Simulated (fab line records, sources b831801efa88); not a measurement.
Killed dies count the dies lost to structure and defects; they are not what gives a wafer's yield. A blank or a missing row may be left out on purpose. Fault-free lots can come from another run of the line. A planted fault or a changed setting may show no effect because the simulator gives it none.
Which tool did it? -- flow sky130 -- Sampling: 13 lots, 39 wafers, 5 of 708 route steps

## WHAT THE GAUGES READ, wafer by wafer
The record lacks any reading of a measuring or inspecting step that a usual standard deviation could be used to judge.

## WHICH TOOL RAN EACH LOT (tool, then ch and the chambers of the sampled wafers, then the start)
lot,SKY_METAL4_SPUTTER_01,SKY_METAL4_SPUTTER_03,SKY_CAP2M_CVD_00,SKY_PAD_OPEN_ETCH_07,SKY_PAD_OPEN_PROBE_99
L900,"pvd sputter-04, day 39 13:28","pvd sputter-04, day 39 13:32","pecvd-04 ch 1,2, day 39 13:35","rie diel-03 ch 0,1,3, day 45 14:07","prober-01, day 45 16:29"
L901,"pvd sputter-02, day 39 22:43","pvd sputter-02, day 39 22:46","pecvd-04 ch 1,2, day 39 22:50","rie diel-02 ch 0,1,2, day 45 21:58","prober-02, day 46 00:17"
L907,"pvd sputter-03, day 41 22:23","pvd sputter-03, day 41 22:27","pecvd-04 ch 0,1,2, day 41 22:31","rie diel-03 ch 0,1,2, day 47 12:46","prober-02, day 47 15:06"
L909,"pvd sputter-02, day 42 10:39","pvd sputter-02, day 42 10:43","pecvd-02 ch 0,2, day 42 10:47","rie diel-03 ch 0,1,3, day 47 23:23","prober-02, day 48 01:49"
L910,"pvd sputter-04, day 42 16:29","pvd sputter-04, day 42 16:33","pecvd-03 ch 0,1,2, day 42 16:37","rie diel-03 ch 1,2, day 48 03:52","prober-01, day 48 06:35"
L912,"pvd sputter-03, day 43 08:33","pvd sputter-03, day 43 08:37","pecvd-02 ch 1,2, day 43 08:41","rie diel-04 ch 0,1,3, day 48 17:01","prober-01, day 48 19:25"
L915,"pvd sputter-03, day 44 00:17","pvd sputter-03, day 44 00:21","pecvd-03 ch 1,2, day 44 00:26","rie diel-04 ch 1,2,3, day 49 05:28","prober-01, day 49 07:53"
L917,"pvd sputter-03, day 44 15:55","pvd sputter-03, day 44 15:59","pecvd-04 ch 0,2, day 44 16:04","rie diel-04 ch 0,1,2, day 49 18:08","prober-02, day 49 20:27"
L918,"pvd sputter-03, day 44 20:04","pvd sputter-03, day 44 20:08","pecvd-02 ch 0,2, day 44 20:13","rie diel-04 ch 0,2, day 49 22:13","prober-01, day 50 00:32"
L920,"pvd sputter-02, day 45 06:34","pvd sputter-02, day 45 06:38","pecvd-04 ch 1,2, day 45 06:42","rie diel-04 ch 1,2,3, day 50 06:43","prober-02, day 50 09:05"
L921,"pvd sputter-02, day 45 13:46","pvd sputter-02, day 45 13:50","pecvd-03 ch 0,1,2, day 45 13:54","rie diel-02 ch 0,1, day 50 10:25","prober-01, day 50 13:25"
L922,"pvd sputter-02, day 45 17:12","pvd sputter-02, day 45 17:16","pecvd-02 ch 0,1,2, day 45 17:20","rie diel-02 ch 0,1,3, day 50 13:10","prober-02, day 50 15:40"
L923,"pvd sputter-02, day 45 23:00","pvd sputter-02, day 45 23:04","pecvd-04 ch 0,2, day 45 23:08","rie diel-02 ch 1,2,3, day 50 17:40","prober-01, day 50 20:23"
- SKY_METAL4_SPUTTER_01: material TiN, target thk 20 nm, time 16.7 s.
- SKY_METAL4_SPUTTER_03: material Ti, target thk 5 nm, time 3.3 s.
- SKY_CAP2M_CVD_00: deposits SiO2, target thk 15.5 nm.
- SKY_PAD_OPEN_ETCH_07: etches the open film in CF4/O2, stops on AlCu, target depth 725 nm, time 161.1 s.
- SKY_PAD_OPEN_PROBE_99

## WHAT THE TOOLS THEMSELVES READ (means of the sampled wafers that have a number; where no wafer has one, the mark that the record gives instead)
SKY_METAL4_SPUTTER_01. Usual: throttle valve pct 30.4 %, standard deviation 1.1.
lot,tool,throttle valve pct (%),flag
L900,pvd sputter-04,30.0,
L901,pvd sputter-02,31.5,
L907,pvd sputter-03,29.7,
L909,pvd sputter-02,30.6,
L910,pvd sputter-04,30.1,
L912,pvd sputter-03,29.8,
L915,pvd sputter-03,29.2,
L917,pvd sputter-03,29.5,
L918,pvd sputter-03,29.6,
L920,pvd sputter-02,31.4,
L921,pvd sputter-02,30.6,
L922,pvd sputter-02,30.9,
L923,pvd sputter-02,30.6,

SKY_METAL4_SPUTTER_03. Usual: throttle valve pct 30.4 %, standard deviation 1.1.
lot,tool,throttle valve pct (%),flag
L900,pvd sputter-04,30.3,
L901,pvd sputter-02,31.6,
L907,pvd sputter-03,29.7,
L909,pvd sputter-02,30.7,
L910,pvd sputter-04,30.2,
L912,pvd sputter-03,29.7,
L915,pvd sputter-03,29.3,
L917,pvd sputter-03,29.7,
L918,pvd sputter-03,29.5,
L920,pvd sputter-02,31.6,
L921,pvd sputter-02,30.6,
L922,pvd sputter-02,30.8,
L923,pvd sputter-02,30.7,

SKY_CAP2M_CVD_00. Usual: heater power w 759 W, standard deviation 82.
lot,tool,heater power w (W),flag
L900,pecvd-04,830,
L901,pecvd-04,729,
L907,pecvd-04,774,
L909,pecvd-02,778,
L910,pecvd-03,695,
L912,pecvd-02,690,
L915,pecvd-03,746,
L917,pecvd-04,773,
L918,pecvd-02,744,
L920,pecvd-04,785,
L921,pecvd-03,660,
L922,pecvd-02,724,
L923,pecvd-04,796,

SKY_PAD_OPEN_ETCH_07. Usual: bias w 150.0 W, standard deviation 0.49; drypump motor current A 5.3 A, standard deviation 0.41; oes product au 0.979 a.u., standard deviation 0.0071; throttle valve pct 5.965 %, standard deviation 0.0093.
lot,tool,bias w (W),drypump motor current A (A),oes product au (a.u.),throttle valve pct (%),flag
L900,rie diel-03,150.2,5.0,0.973,5.957,
L901,rie diel-02,149.9,5.9,0.978,5.965,
L907,rie diel-03,149.6,5.0,0.971,5.969,
L909,rie diel-03,150.0,5.0,0.949,5.962,OFF
L910,rie diel-03,149.5,4.9,0.955,5.963,OFF
L912,rie diel-04,150.4,5.5,0.974,5.969,
L915,rie diel-04,149.9,5.3,0.982,5.960,
L917,rie diel-04,150.4,5.3,0.981,5.960,
L918,rie diel-04,150.4,5.2,0.977,5.964,
L920,rie diel-04,149.8,5.2,0.979,5.974,
L921,rie diel-02,149.7,5.9,0.983,5.962,
L922,rie diel-02,150.1,5.5,0.977,5.966,
L923,rie diel-02,149.9,5.8,0.971,5.966,

SKY_PAD_OPEN_PROBE_99. Usual: defect limited yield 82.7 %, standard deviation 1.7; killed_at_M0_to_M3 44, standard deviation 7.1; killed_at_M4_up 3.3, standard deviation 1.8; killed at contacts 23, standard deviation 5.5; killed at front end 15, standard deviation 4.5; killed at other 0.2, standard deviation 0.48; killed dies 85, standard deviation 8.4; killed open 46, standard deviation 6.6; killed short 39, standard deviation 6.1.
lot,tool,defect limited yield (%),killed_at_M0_to_M3,killed_at_M4_up,killed at contacts,killed at front end,killed at other,killed dies,killed open,killed short,flag
L900,prober-01,82.3,48,4.3,23,13,0.0,87,50,37,
L901,prober-02,83.3,42,2.0,21,16,0.0,82,43,39,
L907,prober-02,82.2,46,4.0,21,16,0.0,87,46,40,
L909,prober-02,81.6,41,3.3,31,14,0.3,91,51,40,
L910,prober-01,82.3,48,1.3,22,16,0.3,87,49,38,
L912,prober-01,80.9,47,4.0,26,17,0.7,94,53,41,
L915,prober-01,84.0,46,2.7,17,13,0.0,79,47,31,
L917,prober-02,81.8,45,2.3,29,14,0.0,89,47,42,
L918,prober-01,83.3,42,2.0,21,17,0.3,82,46,36,
L920,prober-02,82.0,42,4.0,28,14,0.7,89,44,44,
L921,prober-01,82.8,46,3.0,21,15,0.3,85,48,37,
L922,prober-02,84.1,41,3.0,18,16,0.0,78,45,32,
L923,prober-01,82.4,45,4.0,19,18,0.3,87,46,39,

## THE ANSWER, worked out from the rows above alone
Rule: a lot is off if the mean of its wafers that have a number lies more than 3 standard deviations from the usual mean. Also off: a lot with no number at a reading for which 4 or more lots have one. Where the step has rows for the other lots, those lots are counted as sound. The gauges are gone through in route order, then the tools' own readings, and for those a lot's mean is taken as printed above. At the first step where some lot is off, the reading lying furthest off is the one used; lots without a number count as furthest.
Off: L909, L910, at SKY_PAD_OPEN_ETCH_07 (oes product au).
A tool fits if, at that step or a process step before it, it ran every lot that is off, and no sound lot after the first of them. One candidate fits, namely rie diel-03 at SKY_PAD_OPEN_ETCH_07. A fault onset in the window from L907 (day 47 12:46, its last sound lot) to L909 (day 47 23:23, its first lot off) fits.
The tool's own readings at SKY_PAD_OPEN_ETCH_07 bear it out: on the lots that are off they differ by more than 5 times the standard deviation of the sound lots' means. oes product au reads 0.952 a.u. there against 0.977 a.u. on the sound lots.

## WHAT WAS PUT IN BY THE SIMULATOR
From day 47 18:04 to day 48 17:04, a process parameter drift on rie diel-03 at SKY_PAD_OPEN_ETCH_07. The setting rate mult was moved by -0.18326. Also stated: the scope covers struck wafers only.
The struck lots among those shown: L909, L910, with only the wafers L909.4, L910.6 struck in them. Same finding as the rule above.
